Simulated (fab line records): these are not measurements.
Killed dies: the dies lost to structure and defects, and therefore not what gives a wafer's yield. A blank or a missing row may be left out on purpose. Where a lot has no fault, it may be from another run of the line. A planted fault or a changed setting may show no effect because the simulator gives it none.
What tool caused it? :: flow gf180mcu :: Sampling: 13 lots, 39 wafers, 4 of 602 route steps

== WHAT THE GAUGES SHOWED, per wafer ==
GF_DNWELL_TW_MEAS_09. Usual: DNWELL_TW typically reads 1342, with standard deviation 8.4.
lot: L754
measured: day 2 19:06
on: film metro-04
DNWELL_TW: 1345 1351 1349
flag: 

lot: L755
measured: day 3 09:15
on: film metro-02
DNWELL_TW: 1354 1352 1360
flag: 

lot: L756
measured: day 3 14:08
on: film metro-01
DNWELL_TW: 1342 1339 1336
flag: 

lot: L758
measured: day 3 18:41
on: film metro-04
DNWELL_TW: 1333 1341 1335
flag: 

lot: L759
measured: day 4 00:48
on: film metro-04
DNWELL_TW: 1343 1342 1341
flag: 

lot: L760
measured: day 4 05:30
on: film metro-04
DNWELL_TW: 1348 1346 1345
flag: 

lot: L761
measured: day 4 13:46
on: film metro-01
DNWELL_TW: 1338 1336 1337
flag: 

lot: L767
measured: day 5 20:26
on: film metro-01
DNWELL_TW: 1018 1014 1017
flag: OFF

lot: L769
measured: day 6 03:33
on: film metro-02
DNWELL_TW: 1037 1033 1031
flag: OFF

lot: L771
measured: day 6 18:06
on: film metro-04
DNWELL_TW: 1349 1343 1344
flag: 

lot: L772
measured: day 7 00:26
on: film metro-04
DNWELL_TW: 1336 1332 1329
flag: 

lot: L773
measured: day 7 04:09
on: film metro-01
DNWELL_TW: 1336 1344 1340
flag: 

lot: L775
measured: day 7 10:08
on: film metro-01
DNWELL_TW: 1329 1333 1333
flag: 

GF_VT_IMPLANT_OVL_MEAS_40. Usual: VT_IMPLANT_03_OVL typically reads 0.0 nm, with standard deviation 1.5.
lot: L754
measured: day 7 09:49
on: overlay-01
VT_IMPLANT_03_OVL (nm): 0.9 2.3 1.4
flag: 

lot: L755
measured: day 8 05:08
on: overlay-01
VT_IMPLANT_03_OVL (nm): 1.1 1.7 3.7
flag: 

lot: L756
measured: day 8 12:23
on: overlay-01
VT_IMPLANT_03_OVL (nm): -0.8 0.4 -0.2
flag: 

lot: L758
measured: day 8 17:15
on: overlay-02
VT_IMPLANT_03_OVL (nm): -1.2 0.1 -1.0
flag: 

lot: L759
measured: day 8 23:02
on: overlay-02
VT_IMPLANT_03_OVL (nm): -1.8 -0.7 -1.4
flag: 

lot: L760
measured: day 9 06:42
on: overlay-01
VT_IMPLANT_03_OVL (nm): 0.5 -0.7 -1.5
flag: 

lot: L761
measured: day 9 15:40
on: overlay-01
VT_IMPLANT_03_OVL (nm): 0.1 -0.2 0.0
flag: 

lot: L767
measured: day 11 09:26
on: overlay-02
VT_IMPLANT_03_OVL (nm): 0.7 0.0 -2.5
flag: 

lot: L769
measured: day 11 21:05
on: overlay-01
VT_IMPLANT_03_OVL (nm): 2.4 -1.0 -0.4
flag: 

lot: L771
measured: day 12 14:03
on: overlay-01
VT_IMPLANT_03_OVL (nm): 0.5 0.6 -0.2
flag: 

lot: L772
measured: day 12 22:57
on: overlay-02
VT_IMPLANT_03_OVL (nm): -2.2 1.4 -0.2
flag: 

lot: L773
measured: day 13 04:14
on: overlay-02
VT_IMPLANT_03_OVL (nm): -0.1 -0.9 0.0
flag: 

lot: L775
measured: day 13 15:00
on: overlay-01
VT_IMPLANT_03_OVL (nm): 1.4 1.6 2.0
flag: 

== EACH LOT AND THE TOOL THAT RAN IT (in order: tool; ch and the chambers of the sampled wafers; start) ==
lot: L754
GF_STI_CMP_25: cmp-02 ch 0,1, day 2 04:28
GF_DNWELL_IMPLANT_07: implanter-02 ch 0, day 2 18:53

lot: L755
GF_STI_CMP_25: cmp-02 ch 0,2,3, day 2 11:33
GF_DNWELL_IMPLANT_07: implanter-03 ch 0, day 3 09:00

lot: L756
GF_STI_CMP_25: cmp-01 ch 0,1,2, day 2 19:49
GF_DNWELL_IMPLANT_07: implanter-03 ch 0, day 3 13:53

lot: L758
GF_STI_CMP_25: cmp-01 ch 0,1, day 3 02:47
GF_DNWELL_IMPLANT_07: implanter-02 ch 0, day 3 18:26

lot: L759
GF_STI_CMP_25: cmp-01 ch 1,2, day 3 08:45
GF_DNWELL_IMPLANT_07: implanter-01 ch 0, day 4 00:33

lot: L760
GF_STI_CMP_25: cmp-01 ch 1,2, day 3 14:37
GF_DNWELL_IMPLANT_07: implanter-03 ch 0, day 4 05:15

lot: L761
GF_STI_CMP_25: cmp-01 ch 1,2, day 3 20:55
GF_DNWELL_IMPLANT_07: implanter-01 ch 0, day 4 13:32

lot: L767
GF_STI_CMP_25: cmp-02 ch 1,2, day 5 01:56
GF_DNWELL_IMPLANT_07: implanter-02 ch 0, day 5 20:11

lot: L769
GF_STI_CMP_25: cmp-02 ch 0,1,2, day 5 10:02
GF_DNWELL_IMPLANT_07: implanter-02 ch 0, day 6 03:20

lot: L771
GF_STI_CMP_25: cmp-01 ch 0,1,2, day 5 23:26
GF_DNWELL_IMPLANT_07: implanter-01 ch 0, day 6 17:51

lot: L772
GF_STI_CMP_25: cmp-01 ch 0,2, day 6 06:35
GF_DNWELL_IMPLANT_07: implanter-03 ch 0, day 7 00:11

lot: L773
GF_STI_CMP_25: cmp-02 ch 2,3, day 6 09:52
GF_DNWELL_IMPLANT_07: implanter-01 ch 0, day 7 03:56

lot: L775
GF_STI_CMP_25: cmp-02 ch 1,2,3, day 6 15:55
GF_DNWELL_IMPLANT_07: implanter-03 ch 0, day 7 09:53
- GF_STI_CMP_25: polishes, stops on Si3N4, t overpolish 33 s, target thk 524.6 nm.
- GF_DNWELL_IMPLANT_07

== AS READ BY THE TOOLS THEMSELVES (means over the sampled wafers that have a number; for cases with no such wafer, the mark the record gives instead) ==
GF_STI_CMP_25. Usual: motor current A 11.7 A, standard deviation 0.78; overpolish run s 33.000 s, standard deviation 0.0088; time to endpoint s 122 s, standard deviation 5.2.
lot: L754
tool: cmp-02
motor current A (A): 10.8
overpolish run s (s): 33.001
time to endpoint s (s): 127
flag: 

lot: L755
tool: cmp-02
motor current A (A): 11.5
overpolish run s (s): 32.993
time to endpoint s (s): 126
flag: 

lot: L756
tool: cmp-01
motor current A (A): 11.4
overpolish run s (s): 33.006
time to endpoint s (s): 122
flag: 

lot: L758
tool: cmp-01
motor current A (A): 11.4
overpolish run s (s): 33.001
time to endpoint s (s): 114
flag: 

lot: L759
tool: cmp-01
motor current A (A): 11.3
overpolish run s (s): 32.991
time to endpoint s (s): 119
flag: 

lot: L760
tool: cmp-01
motor current A (A): 11.8
overpolish run s (s): 33.007
time to endpoint s (s): 119
flag: 

lot: L761
tool: cmp-01
motor current A (A): 11.4
overpolish run s (s): 32.997
time to endpoint s (s): 119
flag: 

lot: L767
tool: cmp-02
motor current A (A): 12.9
overpolish run s (s): 33.002
time to endpoint s (s): 131
flag: 

lot: L769
tool: cmp-02
motor current A (A): 12.0
overpolish run s (s): 32.995
time to endpoint s (s): 125
flag: 

lot: L771
tool: cmp-01
motor current A (A): 11.8
overpolish run s (s): 33.006
time to endpoint s (s): 124
flag: 

lot: L772
tool: cmp-01
motor current A (A): 11.3
overpolish run s (s): 33.004
time to endpoint s (s): 124
flag: 

lot: L773
tool: cmp-02
motor current A (A): 11.9
overpolish run s (s): 33.006
time to endpoint s (s): 127
flag: 

lot: L775
tool: cmp-02
motor current A (A): 12.0
overpolish run s (s): 33.002
time to endpoint s (s): 128
flag: 

GF_DNWELL_IMPLANT_07. Usual: beam on s 10.00 s, standard deviation 0.19; dose ions cm2 1.0001e+13, standard deviation 1.1e+10; end station pressure torr 5.04e-06 Torr, standard deviation 2.8e-07; faraday current uA 56.4, standard deviation 1.
lot: L754
tool: implanter-02
beam on s (s): 10.03
dose ions cm2: 1.0015e+13
end station pressure torr (Torr): 5.00e-06
faraday current uA: 56.1
flag: 

lot: L755
tool: implanter-03
beam on s (s): 10.08
dose ions cm2: 1.0003e+13
end station pressure torr (Torr): 5.12e-06
faraday current uA: 56.1
flag: 

lot: L756
tool: implanter-03
beam on s (s): 10.02
dose ions cm2: 1.0012e+13
end station pressure torr (Torr): 5.02e-06
faraday current uA: 56.3
flag: 

lot: L758
tool: implanter-02
beam on s (s): 9.95
dose ions cm2: 1.0000e+13
end station pressure torr (Torr): 5.17e-06
faraday current uA: 56.6
flag: 

lot: L759
tool: implanter-01
beam on s (s): 10.05
dose ions cm2: 9.9937e+12
end station pressure torr (Torr): 5.32e-06
faraday current uA: 56.0
flag: 

lot: L760
tool: implanter-03
beam on s (s): 10.01
dose ions cm2: 9.9947e+12
end station pressure torr (Torr): 4.67e-06
faraday current uA: 56.5
flag: 

lot: L761
tool: implanter-01
beam on s (s): 10.05
dose ions cm2: 9.9937e+12
end station pressure torr (Torr): 4.79e-06
faraday current uA: 56.2
flag: 

lot: L767
tool: implanter-02
beam on s (s): 10.11
dose ions cm2: 4.3367e+12
end station pressure torr (Torr): 5.10e-06
faraday current uA: 24.1
flag: OFF

lot: L769
tool: implanter-02
beam on s (s): 10.11
dose ions cm2: 4.3343e+12
end station pressure torr (Torr): 4.80e-06
faraday current uA: 24.1
flag: OFF

lot: L771
tool: implanter-01
beam on s (s): 9.86
dose ions cm2: 1.0013e+13
end station pressure torr (Torr): 4.99e-06
faraday current uA: 57.2
flag: 

lot: L772
tool: implanter-03
beam on s (s): 10.13
dose ions cm2: 1.0005e+13
end station pressure torr (Torr): 4.69e-06
faraday current uA: 55.9
flag: 

lot: L773
tool: implanter-01
beam on s (s): 10.10
dose ions cm2: 9.9930e+12
end station pressure torr (Torr): 4.91e-06
faraday current uA: 55.8
flag: 

lot: L775
tool: implanter-03
beam on s (s): 9.87
dose ions cm2: 9.9820e+12
end station pressure torr (Torr): 5.03e-06
faraday current uA: 57.1
flag: 

== THE ANSWER, worked out from the rows above alone ==
Rule: lot off if the mean of its wafers having a number is beyond 3 standard deviations from the usual mean. A lot without any number at a reading at which 4 lots or more have one is off too. All remaining lots with rows at the step are treated as sound. After the gauges, taken in route order, come the tools' own readings; for these a lot's mean is taken, as printed above. At the first step where some lot is off, the reading lying furthest off is the one used; lots without a number count as furthest.
Off: L767, L769, at GF_DNWELL_TW_MEAS_09 (DNWELL_TW).
A tool fits if, at a process step before that reading, it ran every lot that is off, and no sound lot after the first of them. The gauges at GF_DNWELL_TW_MEAS_09 aren't tried: what is off there is off at GF_DNWELL_IMPLANT_07 too, on other tools, and a gauge's error can't cause that. One fits: GF_DNWELL_IMPLANT_07 on implanter-02. A fault onset in the window from L758 (day 3 18:26, its last sound lot) to L767 (day 5 20:11, its first lot off) fits.
The tool's own readings at GF_DNWELL_IMPLANT_07 bear it out: on the lots that are off they differ by more than 5 times the standard deviation of the sound lots' means. dose ions cm2 reads 4.3355e+12 there against 1.0000e+13 on the sound lots; faraday current uA reads 24.1 there against 56.3 on the sound lots.

== WHAT THE SIMULATOR PUT IN ==
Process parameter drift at GF_DNWELL_IMPLANT_07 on implanter-02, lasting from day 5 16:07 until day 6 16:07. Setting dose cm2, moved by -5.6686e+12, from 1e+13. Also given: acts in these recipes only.
Struck lots among those shown: L767, L769. This agrees with what the rule above found.
